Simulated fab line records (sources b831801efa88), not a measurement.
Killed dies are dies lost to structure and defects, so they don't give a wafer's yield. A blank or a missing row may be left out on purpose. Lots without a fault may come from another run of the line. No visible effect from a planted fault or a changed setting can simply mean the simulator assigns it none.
Problem report in the 8D (eight disciplines) form, filled by code | flow sky130 | the parts of the form that need people (team, actions taken, sign-off) are left out

1. THE ISSUE
Wafers without a fault read 0.3, standard deviation 0.55; killed-at-other at SKY_PAD_OPEN_PROBE_99 reads a mean of 35.0 on 3 wafers belonging to 2 lots. That is +63 standard deviations from the usual mean.
Seen first at day 47 18:11 on prober-02, wafer L185.4. At this step, 36 wafers from 12 lots have a number in the record. The rule behind "out" and "out of limits": a value lying over 4 standard deviations away from the usual mean. The rest of the wafers with a number are treated as sound.

2. WHAT THIS IS AND IS NOT
question                    | is                     | is not
which readings at this step | killed-at-other        | killed-at-contacts, killed-at-front-end, killed-open, killed-short, sort_bin_6_memory
which lots                  | L185, L189             | L179, L181, L182, L186, L188, L196, L198, L200, L201, L202
which wafers of those lots  | L185.4, L185.6, L189.5 | L185.2, L189.4, L189.6
read on which tools         | prober-01, prober-02   | -
when                        | from day 47 18:11      | up to then (10 sound wafers); but 23 sound wafers of L186, L188, L189, L196, L198, L200, L201, L202 came after

3. SUSPECTS, AND WHAT RULES EACH OUT
Counting: if a tool at a process step up to the reading ran every lot that is out, it stays a suspect. Sound lots after the first of them don't rule it out here, since some wafers of a struck lot are sound.
- pvd-sputter-01 at SKY_METAL5_SPUTTER_02 (material AlCu, target thk 1150 nm, time 61.2 s): kept. Every lot that is out went through it, the first being L185 (day 44 23:50); the last sound lot it ran before that was L182 (day 44 07:05).
- rie-diel-01 at SKY_PASSIVATION_ETCH_11 (etches the open film in CF4/O2, stops on AlCu, target depth 725 nm, time 161.1 s): kept. Every lot that is out went through it, the first being L185 (day 46 19:20); the last sound lot it ran before that was L181 (day 45 19:25).
- At SKY_PASSIVATION_ETCH_11 on rie-diel-01, chamber 0 took the sound wafers of the same lots and chamber 3 took the wafers that are out.
The count leaves rie-diel-01 at SKY_PASSIVATION_ETCH_11 and pvd-sputter-01 at SKY_METAL5_SPUTTER_02.

4. THE CAUSE (what the simulator had put in)
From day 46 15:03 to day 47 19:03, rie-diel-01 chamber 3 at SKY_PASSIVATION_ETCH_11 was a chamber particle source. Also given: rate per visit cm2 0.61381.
Counting left 2 suspects, and this tool is among them.

5. SEQUENCE OF EFFECTS, ordered by route
One row per reading whose mean, taken over the struck wafers that have a number, lies over 3 standard deviations from the usual. Only readings whose record carries a usual standard deviation are examined. hours: median over the lots of the time between each lot's start at the first step of this table that gives one and its start at this step. sigmas: the change, counted in usual standard deviations.
hours | step                  | reading              | usual  | on struck wafers | change | sigmas
0     | SKY_PAD_OPEN_PROBE_99 | defect-limited-yield | 82.5 % | 76.3             | -6.2   | -3.7
0     | SKY_PAD_OPEN_PROBE_99 | killed-at-other      | 0.3    | 35.0             | +34.7  | +63
0     | SKY_PAD_OPEN_PROBE_99 | killed-dies          | 86     | 117              | +31    | +3.7
0     | SKY_PAD_OPEN_PROBE_99 | sort_bin_3_pad_short | 0.9 %  | 2.5              | +1.6   | +3.8
0     | SKY_PAD_OPEN_PROBE_99 | sort_bin_5_function  | 10.3 % | 14.7             | +4.4   | +3.1
0     | SKY_PAD_OPEN_PROBE_99 | sort-n-pass          | 406    | 375              | -31    | -3.7
0     | SKY_PAD_OPEN_PROBE_99 | sort-yield-pct       | 82.5 % | 76.3             | -6.2   | -3.7
Its process steps:
- SKY_PAD_OPEN_PROBE_99

6. WHAT WOULD HAVE CAUGHT IT SOONER
In this record the first reading out of limits was taken at day 47 18:11, 27 hours after the fault began at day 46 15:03.
Of the tool readings at SKY_PASSIVATION_ETCH_11 for which the record gives a usual standard deviation, none was out on any struck wafer, so an alarm limit of 4 standard deviations on them would not have fired.
Each of the lots that are out, 2 in all, had begun SKY_PASSIVATION_ETCH_11 on rie-diel-01 no later than day 47 18:11. None of them would have been spared by holding the tool at that moment.
